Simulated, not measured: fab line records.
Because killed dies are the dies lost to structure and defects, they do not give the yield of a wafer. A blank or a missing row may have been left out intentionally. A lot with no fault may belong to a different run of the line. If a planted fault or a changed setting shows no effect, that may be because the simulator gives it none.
Matching of chambers    flow gf180mcu    GF_V1_CMP_04 on cmp-01 has 4 sister chambers
The step polishes SiO2. 8 wafers are shown with their chamber, then 9 later ones without.

WAFERS, EACH WITH ITS CHAMBER
wafer   chamber  motor_current_A (A)  edge_zone_pressure_frac
L727.6  2        10.7                 1.001
L730.4  1        12.6                 1.000
L737.2  0        12.8                 0.986
L737.3  1        13.3                 0.994
L737.4  2        10.6                 1.001
L738.3  3        12.7                 0.989
L738.5  3        13.2                 0.997
L738.6  0        12.6                 0.995

WAFERS WITH NO CHAMBER GIVEN
wafer   motor_current_A (A)  edge_zone_pressure_frac
L739.2  12.4                 0.999
L739.4  12.6                 1.002
L739.5  10.4                 1.004
L740.1  10.4                 1.003
L740.4  12.9                 1.001
L740.5  11.2                 1.003
L741.2  12.8                 1.008
L741.3  12.4                 1.006
L741.4  11.2                 0.997

WHICH CHAMBER EACH WENT THROUGH
wafer   from the rows above           in truth
L739.2  can't be placed: 1 or 0 or 3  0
L739.4  can't be placed: 1 or 3 or 0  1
L739.5  2                             2
L740.1  2                             2
L740.4  can't be placed: 1 or 3 or 0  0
L740.5  2                             2
L741.2  can't be placed: 1 or 3 or 0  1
L741.3  can't be placed: 1 or 3 or 0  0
L741.4  2                             2
4 of 9 placed correctly. Not placeable from these rows: 5 (in 5, the candidates include the true chamber). Wrongly placed: 0.
How it was worked out, from the rows above alone: a wafer's distance from a chamber is the root of the sum, over the readings, of the square of ((its reading less the chamber's mean) divided by the reading's scatter). If the next closest chamber is less than 2 further off than the closest, the wafer can't be placed; otherwise it belongs to the closest. Each chamber's mean is taken over the wafers shown for it. The scatter is the square root of a quotient: the sum, over the shown wafers, of each reading's squared deviation from its chamber's mean, divided by wafers minus chambers.
